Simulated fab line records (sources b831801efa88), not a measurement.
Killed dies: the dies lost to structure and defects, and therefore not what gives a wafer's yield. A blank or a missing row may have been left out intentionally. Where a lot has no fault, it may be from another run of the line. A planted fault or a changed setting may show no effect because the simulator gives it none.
Which tool was responsible? -- flow sky130 -- Sampling: 24 lots, 72 wafers, 6 of 708 route steps

== WHAT EACH GAUGE READ, for each wafer ==
SKY_DNWELL_TW_MEAS_09.
lot,measured,on,DNWELL_TW
L074,day 3 07:01,film_metro-04,1123 1124 1120
L075,day 3 12:31,film_metro-01,1126 1125 1128
L076,day 3 16:00,film_metro-01,1125 1126 1131
L077,day 3 20:37,film_metro-03,1104 1106 1106
L078,day 4 04:00,film_metro-03,1109 1108 1119
L079,day 4 18:34,film_metro-03,1115 1115 1107
L081,day 4 21:55,film_metro-04,1124 1124 1126
L080,day 4 22:16,film_metro-04,1126 1123 1120
L082,day 5 00:07,film_metro-01,1119 1124 1121
L083,day 5 05:33,film_metro-04,1126 1122 1120
L084,day 5 13:01,film_metro-01,1125 1127 1129
L085,day 5 22:55,film_metro-03,1117 1117 1113
L087,day 6 08:13,film_metro-01,1128 1123 1121
L086,day 6 08:16,film_metro-03,1097 1105 1103
L088,day 6 13:31,film_metro-04,1129 1125 1122
L089,day 6 19:21,film_metro-04,1122 1129 1135
L090,day 6 22:07,film_metro-01,1120 1120 1120
L091,day 7 03:09,film_metro-01,1136 1134 1141
L093,day 7 11:26,film_metro-04,1124 1135 1125
L092,day 7 13:12,film_metro-04,1126 1128 1118
L094,day 7 17:40,film_metro-03,1114 1117 1115
L095,day 8 00:16,film_metro-04,1132 1128 1128
L096,day 8 03:04,film_metro-04,1121 1125 1120
L097,day 8 07:50,film_metro-04,1125 1127 1125

SKY_VT_ADJUST_NCORE_OVL_MEAS_08.
lot,measured,on,VT_ADJUST_NCORE_OVL (nm)
L074,day 8 14:26,overlay-01,0.4 -1.9 0.0
L075,day 8 22:48,overlay-01,2.4 0.9 3.0
L076,day 9 03:35,overlay-01,-2.6 -2.5 -2.1
L077,day 9 07:56,overlay-01,0.8 -1.7 1.8
L078,day 9 19:16,overlay-02,0.1 2.0 1.0
L079,day 10 14:26,overlay-01,-1.6 0.9 0.5
L081,day 10 18:42,overlay-02,0.9 1.3 1.2
L080,day 10 19:42,overlay-01,-1.4 -1.1 -1.2
L082,day 10 22:49,overlay-02,3.8 0.1 1.1
L083,day 11 05:26,overlay-02,3.0 1.5 1.6
L084,day 11 14:00,overlay-02,-0.4 -1.9 -0.6
L085,day 12 05:01,overlay-01,1.5 1.7 0.7
L087,day 12 15:16,overlay-01,-0.5 0.7 1.2
L086,day 12 16:29,overlay-01,0.8 1.7 0.3
L088,day 13 00:23,overlay-01,-0.6 0.7 -1.0
L089,day 13 08:29,overlay-02,-0.5 -0.2 0.9
L090,day 13 12:48,overlay-02,-0.6 -0.4 -0.4
L091,day 13 18:34,overlay-02,0.4 -1.0 -0.3
L093,day 14 04:05,overlay-02,1.5 1.0 1.5
L092,day 14 06:20,overlay-01,0.2 2.2 -0.5
L094,day 14 12:38,overlay-01,0.2 0.3 -0.2
L095,day 14 22:42,overlay-01,-2.5 -0.3 -0.9
L096,day 15 00:39,overlay-01,0.9 -0.4 -0.1
L097,day 15 07:56,overlay-01,-0.5 1.2 0.2

SKY_VT_ADJUST_NCORE_TW_MEAS_11.
lot,measured,on,VT_ADJUST_NCORE_TW
L074,day 8 14:44,film_metro-02,222.7 220.5 220.5
L075,day 8 23:05,film_metro-04,222.2 221.4 222.0
L076,day 9 03:52,film_metro-04,219.6 220.7 223.2
L077,day 9 08:14,film_metro-04,220.5 221.3 222.5
L078,day 9 19:34,film_metro-02,221.8 220.7 221.9
L079,day 10 14:43,film_metro-02,221.3 222.2 221.0
L081,day 10 18:59,film_metro-01,223.0 222.7 222.9
L080,day 10 20:00,film_metro-01,223.6 222.1 221.8
L082,day 10 23:06,film_metro-02,221.4 221.7 221.4
L083,day 11 05:43,film_metro-02,222.7 222.1 222.2
L084,day 11 14:17,film_metro-01,222.6 222.0 221.4
L085,day 12 05:19,film_metro-04,221.1 220.6 220.7
L087,day 12 15:34,film_metro-04,220.8 221.8 220.0
L086,day 12 16:46,film_metro-02,220.7 221.5 220.1
L088,day 13 00:41,film_metro-02,221.0 220.0 221.1
L089,day 13 08:47,film_metro-04,220.2 219.2 218.9
L090,day 13 13:05,film_metro-02,220.9 220.5 221.8
L091,day 13 18:52,film_metro-04,220.0 220.1 219.4
L093,day 14 04:23,film_metro-04,220.8 221.0 220.4
L092,day 14 06:38,film_metro-01,224.1 222.6 223.3
L094,day 14 12:56,film_metro-01,223.6 223.5 223.7
L095,day 14 22:59,film_metro-01,223.0 222.1 223.0
L096,day 15 00:56,film_metro-04,221.2 220.4 220.4
L097,day 15 08:13,film_metro-02,221.7 221.0 220.4

SKY_VT_ADJUST_PCH_OVL_MEAS_07.
lot,measured,on,VT_ADJUST_PCH_OVL (nm)
L074,day 10 10:34,overlay-01,1.2 0.5 0.6
L075,day 10 18:29,overlay-01,2.9 1.5 1.8
L076,day 10 23:52,overlay-02,1.1 1.0 0.0
L077,day 11 05:42,overlay-01,-0.2 0.5 -0.8
L078,day 11 17:04,overlay-02,-1.0 -0.2 -0.9
L079,day 12 13:36,overlay-02,-0.3 1.7 1.7
L081,day 12 18:20,overlay-01,1.1 -1.4 0.6
L080,day 12 20:05,overlay-02,1.0 -0.8 -0.1
L082,day 12 23:07,overlay-01,-2.5 -1.8 -1.5
L083,day 13 07:28,overlay-01,2.1 3.0 3.7
L084,day 13 15:37,overlay-01,0.3 0.9 0.6
L085,day 14 08:40,overlay-01,0.2 0.5 0.4
L087,day 14 17:43,overlay-02,-0.3 -0.8 1.6
L086,day 14 20:23,overlay-02,0.7 -1.9 -0.2
L088,day 15 04:46,overlay-01,2.1 1.5 1.9
L089,day 15 13:16,overlay-02,1.3 2.4 -0.1
L090,day 15 17:23,overlay-02,-0.1 0.6 0.0
L091,day 15 23:13,overlay-02,-0.9 -0.5 0.0
L093,day 16 09:22,overlay-02,2.5 0.6 0.9
L092,day 16 12:37,overlay-01,-0.1 0.5 2.5
L094,day 16 18:46,overlay-02,0.5 0.0 0.2
L095,day 17 06:55,overlay-01,0.2 -1.1 0.6
L096,day 17 08:04,overlay-02,-0.4 0.0 -0.6
L097,day 17 16:43,overlay-01,0.2 -1.5 -1.3

SKY_POLY_GATE_CD_MEAS_22.
lot,measured,on,cd_nm (nm)
L074,day 16 15:55,cd_sem-02,150.3 148.8 148.9
L075,day 16 23:29,cd_sem-01,150.3 146.6 147.9
L076,day 17 11:41,cd_sem-02,151.4 147.3 150.6
L077,day 17 11:52,cd_sem-02,151.8 145.4 146.5
L078,day 18 07:28,cd_sem-02,148.0 147.1 151.1
L079,day 19 07:47,cd_sem-02,149.1 142.6 144.4
L081,day 19 13:14,cd_sem-01,148.5 146.7 144.8
L080,day 19 13:04,cd_sem-01,146.2 149.1 143.7
L082,day 19 21:32,cd_sem-02,149.3 147.9 145.8
L083,day 20 04:09,cd_sem-01,143.7 151.9 149.5
L084,day 20 12:56,cd_sem-01,148.2 152.8 146.2
L085,day 21 02:50,cd_sem-01,150.8 147.2 152.9
L087,day 21 14:31,cd_sem-02,148.6 145.4 147.8
L086,day 21 23:05,cd_sem-02,147.6 144.1 145.7
L088,day 22 06:54,cd_sem-02,144.8 147.7 146.4
L089,day 22 19:25,cd_sem-02,149.4 150.5 149.7
L090,day 22 18:14,cd_sem-02,150.1 147.4 147.6
L091,day 23 00:19,cd_sem-01,148.4 146.2 148.8
L093,day 23 11:29,cd_sem-02,150.1 148.6 147.9
L092,day 23 12:52,cd_sem-02,149.0 151.7 150.2
L094,day 23 19:12,cd_sem-02,147.6 146.9 143.3
L095,day 24 08:59,cd_sem-01,141.8 146.2 148.0
L096,day 24 08:04,cd_sem-02,146.6 145.3 147.3
L097,day 24 19:01,cd_sem-02,140.9 148.7 148.0

== WHAT TOOL EACH LOT RAN ON (gives the tool, then ch and the chambers of the sampled wafers, and finally the start) ==
lot,SKY_SONOS_ONO_STRIP_17
L074,"plasma_asher-02 ch 0,1, day 12 16:08"
L075,"plasma_asher-01 ch 0,1, day 13 00:14"
L076,"plasma_asher-02 ch 0,1, day 13 05:25"
L077,"plasma_asher-04 ch 0,1, day 13 13:41"
L078,"plasma_asher-04 ch 0,1, day 14 03:05"
L079,"plasma_asher-01 ch 0,1, day 15 02:29"
L081,"plasma_asher-02 ch 0,1, day 15 06:33"
L080,"plasma_asher-01 ch 0,1, day 15 06:40"
L082,"plasma_asher-02 ch 0,1, day 15 13:11"
L083,"plasma_asher-04 ch 0,1, day 15 19:44"
L084,"plasma_asher-02 ch 0,1, day 16 05:31"
L085,"plasma_asher-01 ch 0,1, day 16 23:35"
L087,"plasma_asher-04 ch 0,1, day 17 08:52"
L086,"plasma_asher-01 ch 1, day 17 14:41"
L088,"plasma_asher-01 ch 0,1, day 17 21:46"
L089,"plasma_asher-02 ch 0,1, day 18 09:13"
L090,"plasma_asher-04 ch 0,1, day 18 13:47"
L091,"plasma_asher-04 ch 0,1, day 18 18:38"
L093,"plasma_asher-01 ch 0,1, day 19 02:13"
L092,"plasma_asher-01 ch 1, day 19 05:55"
L094,"plasma_asher-01 ch 0,1, day 19 10:58"
L095,"plasma_asher-04 ch 0,1, day 20 00:41"
L096,"plasma_asher-04 ch 0,1, day 20 02:54"
L097,"plasma_asher-01 ch 0,1, day 20 15:17"
- SKY_SONOS_ONO_STRIP_17: strips in O2/N2.

== AS READ BY THE TOOLS THEMSELVES (means over the sampled wafers that have a number; for cases with no such wafer, the mark the record gives instead) ==
SKY_SONOS_ONO_STRIP_17.
lot,tool,drypump_motor_current_A (A),oes_product_au (a.u.),strip_time_to_endpoint_s (s)
L074,plasma_asher-02,5.8,0.706,14.09
L075,plasma_asher-01,5.1,0.710,14.07
L076,plasma_asher-02,5.8,0.708,14.13
L077,plasma_asher-04,5.9,0.706,14.13
L078,plasma_asher-04,5.7,0.710,14.10
L079,plasma_asher-01,5.1,0.707,14.09
L081,plasma_asher-02,5.8,0.710,14.08
L080,plasma_asher-01,5.3,0.711,14.07
L082,plasma_asher-02,5.8,0.709,14.06
L083,plasma_asher-04,5.7,0.711,14.08
L084,plasma_asher-02,5.8,0.710,14.16
L085,plasma_asher-01,5.2,0.714,14.16
L087,plasma_asher-04,5.9,0.709,14.07
L086,plasma_asher-01,5.4,0.708,14.04
L088,plasma_asher-01,5.3,0.712,14.10
L089,plasma_asher-02,5.8,0.710,14.05
L090,plasma_asher-04,5.7,0.713,14.13
L091,plasma_asher-04,5.7,0.711,14.10
L093,plasma_asher-01,5.3,0.714,14.13
L092,plasma_asher-01,5.4,0.712,14.09
L094,plasma_asher-01,5.2,0.705,14.10
L095,plasma_asher-04,5.7,0.707,14.15
L096,plasma_asher-04,5.7,0.708,14.01
L097,plasma_asher-01,5.1,0.705,14.17

== THE ANSWER, worked out from the rows above alone ==
Rule: what is usual is taken from the lots themselves. Put in order of their means at a reading, lots are off if they are a third of the lots or fewer, leave a main group of 4 or more, and stand apart from it by a gap of 3 or more times the standard deviation of the main group's means; of several such gaps the widest counts. The tables above print the reading to a certain number of digits; a main group whose means all agree to those digits is not used. Also off: a lot with no number at a reading for which 4 or more lots have one. Any other lot the step has rows for is counted as sound. Order of review: gauges by route order, followed by the tools' own readings, for which a lot's mean as printed above is used. The first step at which some lot is off is used, and at that step the reading that is off furthest; a lot without a number counts as furthest.
Across all readings shown, no lot is off: no conclusion can be drawn from this.

== WHAT WAS PUT IN BY THE SIMULATOR ==
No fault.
